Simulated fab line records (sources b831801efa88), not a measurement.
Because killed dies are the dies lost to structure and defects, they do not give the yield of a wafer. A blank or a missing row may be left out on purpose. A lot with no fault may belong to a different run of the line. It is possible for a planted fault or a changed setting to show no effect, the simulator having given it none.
Chamber matching    flow gf180mcu    GF_V1_CMP_04 on cmp-02 has 4 sister chambers
The step polishes SiO2. 8 wafers are shown with their chamber, then 7 later ones without.

== WAFERS, EACH WITH ITS CHAMBER ==
wafer   chamber  motorCurrentA (A)  timeToEndpointS (s)
L600.5  2        13.9               74
L601.2  0        9.4                80
L601.6  3        10.2               82
L602.1  3        10.3               78
L602.5  0        9.5                82
L602.6  1        13.2               80
L605.1  1        14.4               75
L605.3  2        13.5               70

== WAFERS WHOSE CHAMBER IS MISSING ==
wafer   motorCurrentA (A)  timeToEndpointS (s)
L605.4  9.2                77
L614.1  9.8                81
L614.2  13.8               71
L614.6  13.3               74
L616.4  9.2                94
L616.5  10.3               91
L616.6  9.3                89

== WHICH CHAMBER EACH ONE RAN IN ==
wafer   from the rows above      in truth
L605.4  can't be placed: 0 or 3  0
L614.1  can't be placed: 0 or 3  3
L614.2  can't be placed: 2 or 1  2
L614.6  can't be placed: 2 or 1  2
L616.4  can't be placed: 0 or 3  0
L616.5  can't be placed: 3 or 0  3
L616.6  can't be placed: 0 or 3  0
Correct placement for 0 of the 7. Unplaceable from these rows: 7, with the true chamber sitting among the candidates in 7. Number placed wrongly: 0.
How it was worked out, from the rows above alone: a wafer's distance from a chamber is the root of the sum, over the readings, of the square of ((its reading less the chamber's mean) divided by the reading's scatter). The wafer belongs to the nearest chamber; if the next one is less than 2 further off, it can't be placed. The mean given for a chamber averages the wafers shown for that chamber. The scatter: the root of (the sum of the squares of (reading less its chamber's mean) over the shown wafers, divided by (wafers less chambers)).
